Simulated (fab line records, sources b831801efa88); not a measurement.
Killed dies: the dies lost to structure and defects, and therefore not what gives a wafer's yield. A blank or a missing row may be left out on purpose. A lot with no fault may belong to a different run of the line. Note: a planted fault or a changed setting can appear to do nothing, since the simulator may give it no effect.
Which of the tools did it? ; flow gf180mcu ; 17 wafers from 6 lots sampled at 3 of the route's 602 steps

WHAT THE GAUGES SHOWED, per wafer
GF_V3_THK_MEAS_03.
lot;measured;on;V3_CVD_02_THK (nm)
L557;day 21 23:21;film-metro-04;855 861 869
L559;day 22 22:59;film-metro-02;846 838 857
L562;day 23 19:28;film-metro-02;844 845 867
L567;day 25 11:20;film-metro-02;836 831 846
L573;day 27 17:09;film-metro-03;838 225 862
L576;day 28 02:20;film-metro-03;836 230

WHICH TOOL RAN EACH LOT (tool, then ch and the chambers of the sampled wafers, then the start)
lot;GF_V2_SPUTTER_22;GF_V3_CVD_02
L557;pvd-sputter-01, day 20 22:05;pecvd-01 ch 0,1,2, day 21 23:17
L559;pvd-sputter-04, day 21 21:56;pecvd-03 ch 0,2, day 22 22:55
L562;pvd-sputter-01, day 22 19:16;pecvd-01 ch 0,2, day 23 19:23
L567;pvd-sputter-02, day 24 12:47;pecvd-01 ch 0,2, day 25 11:16
L573;pvd-sputter-04, day 26 18:55;pecvd-01 ch 0,1, day 27 17:05
L576;pvd-sputter-02, day 27 04:49;pecvd-01 ch 1,2, day 28 02:16
- GF_V2_SPUTTER_22: material TiN, target thk 10 nm, time 40 s.
- GF_V3_CVD_02: deposits SiO2 from TEOS, target thk 850 nm, time 94.851 s.

THE ANSWER, worked out from the rows above alone
Rule: what is usual is taken from the lots themselves. Put in order of their means at a reading, lots are off if they are a third of the lots or fewer, leave a main group of 4 or more, and stand apart from it by a gap of 3 or more times the standard deviation of the main group's means; of several such gaps the widest counts. Not used: any main group whose means are identical at the precision the tables above print for the reading. A lot without any number at a reading at which 4 lots or more have one is off too. Where the step has rows for the other lots, those lots are counted as sound.
Off: L573, L576, at GF_V3_THK_MEAS_03 (V3_CVD_02_THK). The main group has a mean of 850 nm with a standard deviation of 8.7.
If a tool, at a process step before that reading, ran all the lots that are off and no sound lot after the first of them, it fits. Those tools and the gauges at GF_V3_THK_MEAS_03 are tried in the same way. 2 tools fit, pecvd-01 at GF_V3_CVD_02 and film-metro-03 at GF_V3_THK_MEAS_03, so this cannot tell which one it is.

WHAT THE SIMULATOR HAD INSERTED
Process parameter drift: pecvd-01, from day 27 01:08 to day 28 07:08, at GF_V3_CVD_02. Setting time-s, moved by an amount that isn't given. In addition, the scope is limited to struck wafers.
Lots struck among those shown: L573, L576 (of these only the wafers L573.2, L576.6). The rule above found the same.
